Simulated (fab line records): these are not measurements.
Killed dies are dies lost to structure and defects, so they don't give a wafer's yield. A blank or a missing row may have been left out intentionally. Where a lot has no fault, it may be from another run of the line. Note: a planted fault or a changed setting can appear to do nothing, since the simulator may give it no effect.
fab line records -- flow sky130
record lots=10, wafers=30, last-day=50
route steps=708 shown LDD_HVP@287 POLY_CUT@317 RES_XHIGH@339 PAD_OPEN@708
lots with no fault: from the same line, run without faults
start-h: start of the lot's first displayed wafer, in hours after the record's first day -- wait-h: how many hours have passed since the lot's step before this one -- " the same as in the row above -- L1.1+2: several wafers, shown together as one row -- - no value, or no start was given -- * or withheld: withheld -- < > ~ a bound
route shown NAME@n: a module of which the file shows steps, and the number in the route of the first -- usual: mean and standard deviation over wafers with no fault -- same: alike in all rows -- chamber/n: place in a boat -- sites: the reading at each site -- _std_site: the values' standard deviation -- _edge_site: inner sites' mean taken away from outer sites' mean -- radius-mm: how far each site lies from the wafer's centre -- mask NAME#n: copy n -- behind: the most recent tool/chamber to have shaped the wafer -- hold: what put the lot on hold/how long, in hours/how the hold closed -- device: the transistor (n, p or np) that didn't switch -- end of line: the tests these same wafers got at the end of their route -- a step without rows: its recipe alone -- killed: dies that structure and defects cost at the first sort, which is not the same as the wafer's yield -- map: a wafer's dies, marking killed ones x, the rest . and places with no die _
set.NAME: the run value of the setting; set.NAME@STEP: its run value at that earlier step -- model.NAME: the simulator's own value behind a step, which no gauge read
a sample of lots followed through the steps of the route, with each step as a table and each wafer as a row
services: when a tool's chamber went out of use (start-h, in hours from the record's first day, below 0 if earlier), for how many hours, and the reason
## steps
# step SKY_LDD_HVP_STRIP_09
# recipe chemistry=O2/N2, power-w=1400, pressure-mtorr=1500, platen-temp-c=withheld, o2-flow-sccm=3000, n2-flow-sccm=300, overash-fraction=0.5
# usual drypump-motor-current-A=5.7/0.5, oes-product-au=0.408/0.0044, strip-time-to-endpoint-s=4.133/0.014
lot.wafer,tool,chamber,start-h,wait-h,drypump-motor-current-A,oes-product-au,rf-hours-counter-h,strip-time-to-endpoint-s
L275.1,plasma-asher-02,1,501.42,0.1,5.3,0.411,38,4.138
L275.3,plasma-asher-02,1,501.42,0.1,5.4,0.403,-,4.145
L275.6,plasma-asher-02,0,501.42,0.1,5.7,0.413,-,4.164
L278.1,plasma-asher-01,0,521.17,0.1,6.5,0.406,9,4.132
L278.4,plasma-asher-01,1,521.17,0.1,6.0,0.413,-,4.117
L278.5,plasma-asher-01,0,521.17,0.1,6.5,0.413,-,4.121
L282.3,plasma-asher-01,0,556.17,0.1,6.5,0.414,-,4.140
L282.4,plasma-asher-01,1,556.17,0.1,6.1,0.408,-,4.145
L282.6,plasma-asher-01,1,556.17,0.1,6.0,0.409,-,4.127
L281.1,plasma-asher-01,1,557.91,0.1,6.1,0.416,13,4.129
L281.4,plasma-asher-01,1,557.91,0.1,6.1,0.406,-,4.143
L281.5,plasma-asher-01,0,557.91,0.1,6.5,0.407,-,4.152
L288.1,plasma-asher-02,0,614.11,0.1,5.6,0.399,50,4.106
L288.5,plasma-asher-02,0,614.11,0.1,5.6,0.406,-,4.111
L288.6,plasma-asher-02,1,614.11,0.1,5.3,0.408,-,4.106
L289.2,plasma-asher-01,0,615.84,0.1,6.5,0.412,19,4.133
L289.3,plasma-asher-01,0,615.84,0.1,6.5,0.408,-,4.107
L289.5,plasma-asher-01,0,615.84,0.1,6.5,0.405,-,4.104
L292.1,plasma-asher-01,1,637.97,0.1,6.1,0.411,21,4.124
L292.2,plasma-asher-01,0,637.97,0.1,6.5,0.398,21,4.105
L292.4,plasma-asher-01,0,637.97,0.1,6.5,0.416,-,4.132
L293.3,plasma-asher-01,1,642.72,0.1,6.1,0.411,-,4.141
L293.5,plasma-asher-01,1,642.72,0.1,6.1,0.406,-,4.144
L293.6,plasma-asher-01,0,642.72,0.1,6.5,0.408,-,4.155
L294.1,plasma-asher-02,0,668.84,0.1,5.6,0.403,56,4.117
L294.2,plasma-asher-02,1,668.84,0.1,5.4,0.413,56,4.119
L294.6,plasma-asher-02,0,668.84,0.1,5.6,0.408,-,4.126
L296.3,plasma-asher-02,1,670.34,0.1,5.3,0.410,-,4.141
L296.5,plasma-asher-02,0,670.34,0.1,5.6,0.412,-,4.123
L296.6,plasma-asher-02,1,670.34,0.1,5.3,0.412,-,4.128
# step SKY_POLY_CUT_ETCH_10
# recipe chemistry=N2/H2, target=BARC, ion-energy-ev=200, source-w=500, bias-w=100, pressure-mtorr=30, n2-flow-sccm=100, h2-flow-sccm=200, stop-on=SiO2, time-s=45.9, target-depth-a=600
# usual drypump-motor-current-A=5.8/0.61, oes-product-au=0.855/0.0044, throttle-valve-pct=13.225/0.0088
lot.wafer,tool,chamber,start-h,wait-h,drypump-motor-current-A,oes-product-au,rf-hours-counter-h,throttle-valve-pct
L275.1,rie-diel-01,0,564.36,0.0,6.5,0.847,4,13.249
L275.3,rie-diel-01,2,564.36,0.0,5.5,0.848,67,13.231
L275.6,rie-diel-01,0,564.36,0.0,6.5,0.861,-,13.224
L278.1,rie-diel-04,3,583.09,0.0,6.6,0.851,11,13.227
L278.4,rie-diel-04,1,583.09,0.0,5.9,0.852,11,13.236
L278.5,rie-diel-04,0,583.09,0.0,5.5,0.849,-,13.226
L282.3,rie-diel-01,1,618.21,0.0,6.4,0.858,48,13.221
L282.4,rie-diel-01,1,618.21,0.0,6.4,0.857,-,13.223
L282.6,rie-diel-01,0,618.21,0.0,6.6,0.860,-,13.236
L281.1,rie-diel-03,0,621.21,0.0,5.8,0.853,16,13.224
L281.4,rie-diel-03,3,621.21,0.0,4.7,0.858,8,13.217
L281.5,rie-diel-03,0,621.21,0.0,5.8,0.852,-,13.221
L288.1,rie-diel-04,3,674.91,0.0,6.6,0.858,13,13.222
L288.5,rie-diel-04,0,674.91,0.0,5.5,0.862,-,13.215
L288.6,rie-diel-04,1,674.91,0.0,5.9,0.852,-,13.210
L289.2,rie-diel-01,3,676.81,0.0,5.2,0.852,3,13.225
L289.3,rie-diel-01,0,676.81,0.0,6.5,0.853,7,13.221
L289.5,rie-diel-01,0,676.81,0.0,6.5,0.864,-,13.233
L292.1,rie-diel-01,1,696.19,0.0,6.5,0.851,50,13.244
L292.2,rie-diel-01,0,696.19,0.0,6.5,0.853,7,13.225
L292.4,rie-diel-01,3,696.19,0.0,5.1,0.861,3,13.218
L293.3,rie-diel-04,1,700.96,0.0,6.0,0.862,13,13.235
L293.5,rie-diel-04,1,700.96,0.0,5.9,0.849,-,13.218
L293.6,rie-diel-04,0,700.96,0.0,5.5,0.852,-,13.237
L294.1,rie-diel-03,1,727.19,0.0,5.5,0.855,37,13.225
L294.2,rie-diel-03,3,727.19,0.0,4.7,0.850,11,13.222
L294.6,rie-diel-03,2,727.19,0.0,6.5,0.859,-,13.236
L296.3,rie-diel-04,1,730.16,0.0,5.9,0.844,14,13.229
L296.5,rie-diel-04,2,730.16,0.0,5.1,0.853,-,13.219
L296.6,rie-diel-04,3,730.16,0.0,6.6,0.859,-,13.212
# step SKY_POLY_CUT_STRIP_12
# recipe chemistry=O2/N2, power-w=1400, pressure-mtorr=1500, platen-temp-c=withheld, o2-flow-sccm=3000, n2-flow-sccm=300, overash-fraction=0.5
# usual drypump-motor-current-A=5.8/0.51, oes-product-au=0.452/0.0044, strip-time-to-endpoint-s=5.355/0.017
lot.wafer,tool,chamber,start-h,wait-h,drypump-motor-current-A,oes-product-au,rf-hours-counter-h,strip-time-to-endpoint-s
L275.1,plasma-asher-02,1,564.44,0.0,5.3,0.449,44,5.330
L275.3,plasma-asher-02,0,564.44,0.0,5.6,0.447,-,5.324
L275.6,plasma-asher-02,1,564.44,0.0,5.3,0.447,-,5.359
L278.1,plasma-asher-02,0,583.17,0.0,5.6,0.453,46,5.348
L278.4,plasma-asher-02,1,583.17,0.0,5.3,0.449,-,5.377
L278.5,plasma-asher-02,0,583.17,0.0,5.7,0.450,-,5.344
L282.3,plasma-asher-01,1,618.32,0.1,6.1,0.445,-,5.352
L282.4,plasma-asher-01,0,618.32,0.1,6.5,0.457,-,5.360
L282.6,plasma-asher-01,0,618.32,0.1,6.5,0.448,-,5.356
L281.1,plasma-asher-01,0,621.30,0.0,6.5,0.448,19,5.361
L281.4,plasma-asher-01,1,621.30,0.0,6.1,0.455,-,5.357
L281.5,plasma-asher-01,0,621.30,0.0,6.5,0.457,-,5.344
L288.1,plasma-asher-04,0,674.99,0.0,6.0,0.452,97,5.374
L288.5,plasma-asher-04,0,674.99,0.0,6.0,0.458,-,5.355
L288.6,plasma-asher-04,1,674.99,0.0,4.9,0.457,-,5.376
L289.2,plasma-asher-01,0,676.89,0.0,6.5,0.447,25,5.346
L289.3,plasma-asher-01,1,676.89,0.0,6.1,0.445,-,5.354
L289.5,plasma-asher-01,1,676.89,0.0,6.0,0.450,-,5.369
L292.1,plasma-asher-01,0,696.27,0.0,6.5,0.451,27,5.354
L292.2,plasma-asher-01,1,696.27,0.0,6.1,0.443,27,5.342
L292.4,plasma-asher-01,1,696.27,0.0,6.0,0.454,-,5.329
L293.3,plasma-asher-02,1,701.08,0.1,5.3,0.461,-,5.345
L293.5,plasma-asher-02,0,701.08,0.1,5.6,0.453,-,5.366
L293.6,plasma-asher-02,1,701.08,0.1,5.3,0.460,-,5.379
L294.1,plasma-asher-02,0,727.27,0.0,5.6,0.448,61,5.347
L294.2,plasma-asher-02,1,727.27,0.0,5.3,0.448,61,5.355
L294.6,plasma-asher-02,0,727.27,0.0,5.7,0.451,-,5.322
L296.3,plasma-asher-01,1,730.27,0.1,6.1,0.447,-,5.334
L296.5,plasma-asher-01,1,730.27,0.1,6.1,0.440,-,5.357
L296.6,plasma-asher-01,0,730.27,0.1,6.5,0.456,-,5.341
# step SKY_RES_XHIGH_IMPLANT_07
# recipe species=BF2, energy-kev=20, dose-cm2=3.6e+14, tilt-deg=0
# usual beam-on-s=42.6/1.6, dose-ions-cm2=3.6e+14/4e+11, faraday-current-uA=477/19
lot.wafer,tool,chamber,start-h,wait-h,beam-on-s,dose-ions-cm2,faraday-current-uA
L275.1,implanter-01,0,623.08,0.1,41.2,3.599e+14,493
L275.3,implanter-01,0,623.08,0.1,39.9,3.602e+14,510
L275.6,implanter-01,0,623.08,0.1,41.0,3.604e+14,493
L278.1,implanter-01,0,641.53,0.1,42.5,3.606e+14,477
L278.4,implanter-01,0,641.53,0.1,42.0,3.595e+14,483
L278.5,implanter-01,0,641.53,0.1,41.2,3.598e+14,493
L282.3,implanter-03,0,674.45,0.1,43.1,3.601e+14,471
L282.4,implanter-03,0,674.45,0.1,44.0,3.604e+14,460
L282.6,implanter-03,0,674.45,0.1,42.2,3.611e+14,481
L281.1,implanter-01,0,677.87,0.1,41.3,3.595e+14,490
L281.4,implanter-01,0,677.87,0.1,40.6,3.592e+14,499
L281.5,implanter-01,0,677.87,0.1,40.6,3.602e+14,502
L288.1,implanter-01,0,730.29,0.1,33.8,3.606e+14,598
L288.5,implanter-01,0,730.29,0.1,32.7,3.605e+14,622
L288.6,implanter-01,0,730.29,0.1,33.5,3.603e+14,604
L289.2,implanter-01,0,733.43,0.1,33.1,3.6e+14,618
L289.3,implanter-01,0,733.43,0.1,31.8,3.593e+14,638
L289.5,implanter-01,0,733.43,0.1,33.1,3.599e+14,611
L292.1,implanter-02,0,751.19,0.1,44.3,3.601e+14,459
L292.2,implanter-02,0,751.19,0.1,44.6,3.603e+14,455
L292.4,implanter-02,0,751.19,0.1,44.4,3.603e+14,457
L293.3,implanter-03,0,756.07,0.2,42.6,3.598e+14,477
L293.5,implanter-03,0,756.07,0.2,42.4,3.602e+14,480
L293.6,implanter-03,0,756.07,0.2,43.1,3.604e+14,469
L294.1,implanter-03,0,781.89,0.1,42.2,3.596e+14,480
L294.2,implanter-03,0,781.89,0.1,41.9,3.591e+14,484
L294.6,implanter-03,0,781.89,0.1,43.9,3.602e+14,464
L296.3,implanter-02,0,785.20,0.1,46.4,3.601e+14,436
L296.5,implanter-02,0,785.20,0.1,43.9,3.6e+14,466
L296.6,implanter-02,0,785.20,0.1,44.4,3.609e+14,455
# step SKY_RES_XHIGH_STRIP_08
# recipe chemistry=O2/N2, power-w=1400, pressure-mtorr=1500, platen-temp-c=withheld, o2-flow-sccm=3000, n2-flow-sccm=300, overash-fraction=0.5
# usual drypump-motor-current-A=5.7/0.53, oes-product-au=0.711/0.0047, strip-time-to-endpoint-s=14.26/0.044
lot.wafer,tool,chamber,start-h,wait-h,drypump-motor-current-A,oes-product-au,rf-hours-counter-h,strip-time-to-endpoint-s
L275.1,plasma-asher-03,1,623.23,0.1,5.9,0.712,79,14.16
L275.3,plasma-asher-03,1,623.23,0.1,5.9,0.721,-,14.25
L275.6,plasma-asher-03,0,623.23,0.1,4.9,0.712,-,14.20
L278.1,plasma-asher-01,1,641.68,0.1,6.1,0.709,22,14.24
L278.4,plasma-asher-01,0,641.68,0.1,6.5,0.703,-,14.20
L278.5,plasma-asher-01,0,641.68,0.1,6.5,0.716,-,14.26
L282.3,plasma-asher-01,1,674.58,0.1,6.1,0.712,-,14.26
L282.4,plasma-asher-01,0,674.58,0.1,6.5,0.711,-,14.27
L282.6,plasma-asher-01,0,674.58,0.1,6.5,0.712,-,14.28
L281.1,plasma-asher-03,0,678.02,0.1,4.9,0.714,85,14.30
L281.4,plasma-asher-03,1,678.02,0.1,5.9,0.715,-,14.23
L281.5,plasma-asher-03,1,678.02,0.1,5.9,0.703,-,14.26
L288.1,plasma-asher-02,0,730.44,0.1,5.6,0.717,62,14.10
L288.5,plasma-asher-02,1,730.44,0.1,5.3,0.718,-,14.07
L288.6,plasma-asher-02,0,730.44,0.1,5.6,0.717,-,14.09
L289.2,plasma-asher-02,1,733.55,0.1,5.3,0.735,62,14.19
L289.3,plasma-asher-02,1,733.55,0.1,5.3,0.713,-,14.19
L289.5,plasma-asher-02,0,733.55,0.1,5.6,0.710,-,14.19
L292.1,plasma-asher-01,0,751.34,0.1,6.5,0.712,33,14.27
L292.2,plasma-asher-01,1,751.34,0.1,6.1,0.709,33,14.23
L292.4,plasma-asher-01,1,751.34,0.1,6.1,0.712,-,14.25
L293.3,plasma-asher-02,0,756.20,0.1,5.7,0.716,-,14.26
L293.5,plasma-asher-02,0,756.20,0.1,5.6,0.719,-,14.27
L293.6,plasma-asher-02,1,756.20,0.1,5.4,0.707,-,14.26
L294.1,plasma-asher-03,0,782.04,0.1,4.9,0.705,95,14.27
L294.2,plasma-asher-03,1,782.04,0.1,5.9,0.712,95,14.29
L294.6,plasma-asher-03,0,782.04,0.1,4.9,0.709,-,14.32
L296.3,plasma-asher-03,1,785.33,0.1,5.9,0.702,-,14.27
L296.5,plasma-asher-03,1,785.33,0.1,5.9,0.717,-,14.28
L296.6,plasma-asher-03,0,785.33,0.1,4.9,0.712,-,14.31
# step SKY_RES_XHIGH_TW_MEAS_09
# usual RES_XHIGH_TW=1640/8.6
lot.wafer,tool,chamber,start-h,wait-h,RES_XHIGH_TW
L275.1,film-metro-02,-,623.33,0.1,1645
L275.3,film-metro-02,-,623.33,0.1,1640
L275.6,film-metro-02,-,623.33,0.1,1643
L278.1,film-metro-01,-,641.78,0.1,1651
L278.4,film-metro-01,-,641.78,0.1,1653
L278.5,film-metro-01,-,641.78,0.1,1648
L282.3,film-metro-02,-,674.67,0.1,1637
L282.4,film-metro-02,-,674.67,0.1,1635
L282.6,film-metro-02,-,674.67,0.1,1645
L281.1,film-metro-01,-,678.12,0.1,1639
L281.4,film-metro-01,-,678.12,0.1,1650
L281.5,film-metro-01,-,678.12,0.1,1638
L288.1,film-metro-01,-,730.53,0.1,1537
L288.5,film-metro-01,-,730.53,0.1,1541
L288.6,film-metro-01,-,730.53,0.1,1535
L289.2,film-metro-02,-,733.66,0.1,1532
L289.3,film-metro-02,-,733.66,0.1,1537
L289.5,film-metro-02,-,733.66,0.1,1529
L292.1,film-metro-02,-,751.44,0.1,1633
L292.2,film-metro-02,-,751.44,0.1,1632
L292.4,film-metro-02,-,751.44,0.1,1645
L293.3,film-metro-03,-,756.29,0.1,1636
L293.5,film-metro-03,-,756.29,0.1,1629
L293.6,film-metro-03,-,756.29,0.1,1635
L294.1,film-metro-01,-,782.14,0.1,1651
L294.2,film-metro-01,-,782.14,0.1,1651
L294.6,film-metro-01,-,782.14,0.1,1666
L296.3,film-metro-03,-,785.42,0.1,1631
L296.5,film-metro-03,-,785.42,0.1,1625
L296.6,film-metro-03,-,785.42,0.1,1633
# step SKY_SD_N_RS_MEAS_18
# recipe thk-meas-gauge=four-point-probe
# usual RES_XHIGH_RS=332.9/1.2
lot.wafer,tool,chamber,start-h,wait-h,RES_XHIGH_RS[ohm/sq]
L275.1,film-metro-01,-,652.36,0.1,335.1
L275.3,film-metro-01,-,652.36,0.1,333.5
L275.6,film-metro-01,-,652.36,0.1,333.6
L278.1,film-metro-03,-,670.92,0.1,330.3
L278.4,film-metro-03,-,670.92,0.1,331.7
L278.5,film-metro-03,-,670.92,0.1,331.2
L282.3,film-metro-02,-,703.21,0.1,333.3
L282.4,film-metro-02,-,703.21,0.1,334.1
L282.6,film-metro-02,-,703.21,0.1,334.1
L281.1,film-metro-03,-,707.21,0.1,332.5
L281.4,film-metro-03,-,707.21,0.1,330.7
L281.5,film-metro-03,-,707.21,0.1,333.3
L288.1,film-metro-02,-,759.39,0.1,393.9
L288.5,film-metro-02,-,759.39,0.1,392.4
L288.6,film-metro-02,-,759.39,0.1,392.6
L289.2,film-metro-03,-,762.30,0.1,392.3
L289.3,film-metro-03,-,762.30,0.1,391.9
L289.5,film-metro-03,-,762.30,0.1,393.8
L292.1,film-metro-03,-,779.02,0.1,331.6
L292.2,film-metro-03,-,779.02,0.1,331.9
L292.4,film-metro-03,-,779.02,0.1,331.7
L293.3,film-metro-03,-,784.10,0.1,333.5
L293.5,film-metro-03,-,784.10,0.1,333.5
L293.6,film-metro-03,-,784.10,0.1,332.4
L294.1,film-metro-03,-,809.95,0.1,332.5
L294.2,film-metro-03,-,809.95,0.1,333.1
L294.6,film-metro-03,-,809.95,0.1,334.0
L296.3,film-metro-03,-,812.53,0.1,332.3
L296.5,film-metro-03,-,812.53,0.1,332.7
L296.6,film-metro-03,-,812.53,0.1,332.6
# step SKY_PAD_OPEN_PROBE_99
# usual killed_at_M0_to_M3=44/6.8, killed_at_M4_up=3.1/1.9, killed-at-contacts=25/5.9, killed-at-front-end=15/4.3, killed-at-other=0.2/0.51, killed-dies=87/11, killed-open=47/7.9, killed-short=39/6.4
# same gross-dies=492, killed-at-back-side=0
lot.wafer,tool,chamber,start-h,wait-h,killed_at_M0_to_M3,killed_at_M4_up,killed-at-contacts,killed-at-front-end,killed-at-other,killed-dies,killed-open,killed-short
L281.1,prober-02,-,1121.94,0.1,44,6,30,20,1,101,46,55
L281.4,prober-02,-,1122.09,0.2,42,8,31,19,0,100,51,49
L281.5,prober-02,-,1122.14,0.2,60,4,26,16,1,107,54,53
L288.1,prober-02,-,1160.15,0.1,38,6,22,9,0,75,42,33
L288.5,prober-02,-,1160.35,0.2,43,3,26,15,1,88,48,40
L288.6,prober-02,-,1160.40,0.2,38,0,41,6,0,85,51,34
L289.2,prober-01,-,1160.99,0.1,43,4,24,16,0,87,45,42
L289.3,prober-01,-,1161.04,0.2,31,4,28,9,1,73,29,44
L289.5,prober-01,-,1161.14,0.2,44,3,19,11,0,77,33,44
L293.3,prober-01,-,1169.04,0.2,60,2,26,19,1,108,56,52
L293.5,prober-01,-,1169.14,0.2,29,1,22,10,1,63,36,27
L293.6,prober-01,-,1169.19,0.2,49,6,27,18,0,100,50,50
L294.1,prober-01,-,1186.27,0.1,41,2,22,14,0,79,32,47
L294.2,prober-01,-,1186.32,0.1,42,2,16,17,0,77,48,29
L294.6,prober-01,-,1186.52,0.2,48,7,25,16,0,96,59,37
# killed by level:class
L281.1 CONTACT:geometric-particle:open=9 LI_CONTACT:geometric-particle:open=8 VIA1:geometric-particle:open=8 METAL2:geometric-particle:short=7 VIA2:geometric-particle:open=7 METAL1:geometric-particle:short=6 FIELD_ISO:geometric-particle:short=5 POLY_GATE:geometric-particle:open=5
L281.4 METAL1:geometric-particle:short=10 LI_CONTACT:geometric-particle:open=10 CONTACT:geometric-particle:open=9 POLY_GATE:geometric-particle:open=6 VIA3:geometric-particle:open=6 LI_CONTACT:geometric-particle:short=5 VIA1:geometric-particle:short=5 METAL4:geometric-particle:short=5
L281.5 CONTACT:geometric-particle:open=14 METAL1:geometric-particle:short=10 VIA1:geometric-particle:open=10 METAL2:geometric-particle:short=9 VIA2:geometric-particle:open=8 VIA3:geometric-particle:short=6 LOCAL_INTERCONNECT:geometric-particle:short=5 VIA3:geometric-particle:open=5
L288.1 VIA1:geometric-particle:open=10 LI_CONTACT:geometric-particle:open=8 CONTACT:geometric-particle:short=6 VIA2:geometric-particle:open=6 CONTACT:geometric-particle:open=5 METAL1:geometric-particle:short=5 METAL4:geometric-particle:short=5 VIA2:geometric-particle:short=4
L288.5 VIA1:geometric-particle:open=15 CONTACT:geometric-particle:open=9 CONTACT:geometric-particle:short=6 VIA2:geometric-particle:open=6 LI_CONTACT:geometric-particle:open=5 METAL2:geometric-particle:short=5 VIA1:geometric-particle:short=5 POLY_GATE:geometric-particle:short=4
L288.6 CONTACT:geometric-particle:open=19 VIA3:geometric-particle:open=9 LI_CONTACT:geometric-particle:short=8 VIA2:geometric-particle:open=8 LI_CONTACT:geometric-particle:open=7 VIA1:geometric-particle:short=6 CONTACT:geometric-particle:short=5 VIA1:geometric-particle:open=5
L289.2 VIA1:geometric-particle:open=10 METAL2:geometric-particle:short=8 VIA3:geometric-particle:open=8 LI_CONTACT:geometric-particle:open=7 LOCAL_INTERCONNECT:geometric-particle:short=6 METAL3:geometric-particle:short=6 FIELD_ISO:geometric-particle:open=5 VIA2:geometric-particle:open=5
L289.3 LOCAL_INTERCONNECT:geometric-particle:short=8 VIA3:geometric-particle:open=6 CONTACT:geometric-particle:open=6 CONTACT:geometric-particle:short=6 VIA1:geometric-particle:open=6 LI_CONTACT:geometric-particle:short=5 VIA3:geometric-particle:short=5 LI_CONTACT:geometric-particle:open=3
L289.5 VIA3:geometric-particle:open=11 VIA1:geometric-particle:short=8 LI_CONTACT:geometric-particle:open=6 METAL3:geometric-particle:short=6 VIA3:geometric-particle:short=5 LOCAL_INTERCONNECT:geometric-particle:short=4 CONTACT:geometric-particle:open=4 METAL1:geometric-particle:short=4
L293.3 VIA2:geometric-particle:open=13 VIA1:geometric-particle:open=11 CONTACT:geometric-particle:open=11 METAL2:geometric-particle:short=9 CONTACT:geometric-particle:short=7 POLY_GATE:geometric-particle:short=6 VIA3:geometric-particle:open=6 FIELD_ISO:geometric-particle:open=5
L293.5 LI_CONTACT:geometric-particle:open=7 CONTACT:geometric-particle:open=7 VIA1:geometric-particle:open=7 VIA2:geometric-particle:open=6 LOCAL_INTERCONNECT:geometric-particle:short=4 METAL1:geometric-particle:short=4 CONTACT:geometric-particle:short=3 VIA2:geometric-particle:short=3
L293.6 VIA1:geometric-particle:open=12 CONTACT:geometric-particle:open=10 METAL1:geometric-particle:short=9 LI_CONTACT:geometric-particle:open=8 CONTACT:geometric-particle:short=6 VIA3:geometric-particle:short=6 METAL2:geometric-particle:short=5 METAL4:geometric-particle:short=5
L294.1 METAL1:geometric-particle:short=8 VIA2:geometric-particle:open=8 LOCAL_INTERCONNECT:geometric-particle:short=7 POLY_GATE:geometric-particle:short=6 METAL2:geometric-particle:short=6 LI_CONTACT:geometric-particle:open=5 CONTACT:geometric-particle:open=5 VIA1:geometric-particle:open=5
L294.2 VIA2:geometric-particle:open=10 VIA1:geometric-particle:open=9 CONTACT:geometric-particle:open=7 METAL2:geometric-particle:short=6 POLY_GATE:geometric-particle:short=5 POLY_GATE:geometric-particle:open=5 VIA1:geometric-particle:short=5 LI_CONTACT:geometric-particle:open=4
L294.6 VIA2:geometric-particle:open=12 VIA1:geometric-particle:open=12 CONTACT:geometric-particle:open=11 VIA1:geometric-particle:short=8 POLY_GATE:geometric-particle:open=7 LI_CONTACT:geometric-particle:open=7 METAL4:geometric-particle:short=6 VIA3:geometric-particle:open=5
## services
tool,chamber,start-h,hours,kind
rie-diel-03,0,481.24,1.3,repair
implanter-01,-,488.37,4.7,pm
rie-diel-03,3,527.72,5.1,repair
implanter-01,-,532.72,2.0,repair
implanter-02,-,535.49,2.8,pm
rie-diel-03,2,536.36,1.2,repair
implanter-02,-,549.80,6.9,repair
rie-diel-04,-,563.88,0.5,repair
implanter-03,-,568.91,6.6,pm
rie-diel-01,0,584.77,9.4,repair
rie-diel-01,1,606.32,5.7,repair
rie-diel-01,2,647.40,5.3,repair
implanter-01,-,687.42,2.7,repair
implanter-01,-,690.13,27.0,pm
implanter-03,-,708.09,6.3,repair
plasma-asher-01,-,716.31,1.6,repair
implanter-01,-,735.11,3.8,repair
implanter-01,-,754.88,106.0,repair
rie-diel-01,3,770.78,11.6,repair
implanter-03,-,770.82,2.3,repair
implanter-03,-,770.88,3.1,repair
plasma-asher-03,-,777.19,2.8,pm
rie-diel-04,0,779.49,10.2,repair
plasma-asher-01,-,783.80,28.1,pm
## key
first-sign step=SKY_RES_XHIGH_IMPLANT_07, reading=faraday-current-uA, direction=up, sigmas=7.5, usual=477, struck=615
effect step=SKY_RES_XHIGH_IMPLANT_07, reading=beam-on-s, direction=down, sigmas=5.8, usual=42.6, struck=33.0
effect step=SKY_RES_XHIGH_STRIP_08, reading=strip-time-to-endpoint-s, direction=down, sigmas=2.7, usual=*, struck=*
effect step=SKY_RES_XHIGH_TW_MEAS_09, reading=RES_XHIGH_TW, direction=down, sigmas=12, usual=1640, struck=1535
effect step=SKY_SD_N_RS_MEAS_18, reading=RES_XHIGH_RS, direction=up, sigmas=49, usual=332.9, struck=392.8
met-at SKY_RES_XHIGH_IMPLANT_07
struck-lots L288,L289
tester-left-out L288,L289
not-acting-at SKY_LDD_HVP_STRIP_09,SKY_POLY_CUT_ETCH_10,SKY_POLY_CUT_STRIP_12
onset-between 677.87 730.29
fault kind=process-parameter-drift, tool=implanter-01, chamber=-, onset-h=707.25, steps=SKY_RES_XHIGH_IMPLANT_07, channel=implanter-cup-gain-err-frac, offset=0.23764, shape=step, end-h=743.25
# tester-left-out: of these lots the tester's yield and bins aren't shown, on N5 and GAA mostly nor the transistor test; their killed dies are dies lost to structure and defects alone, not to doping, threshold or leakage, so they don't give the yield
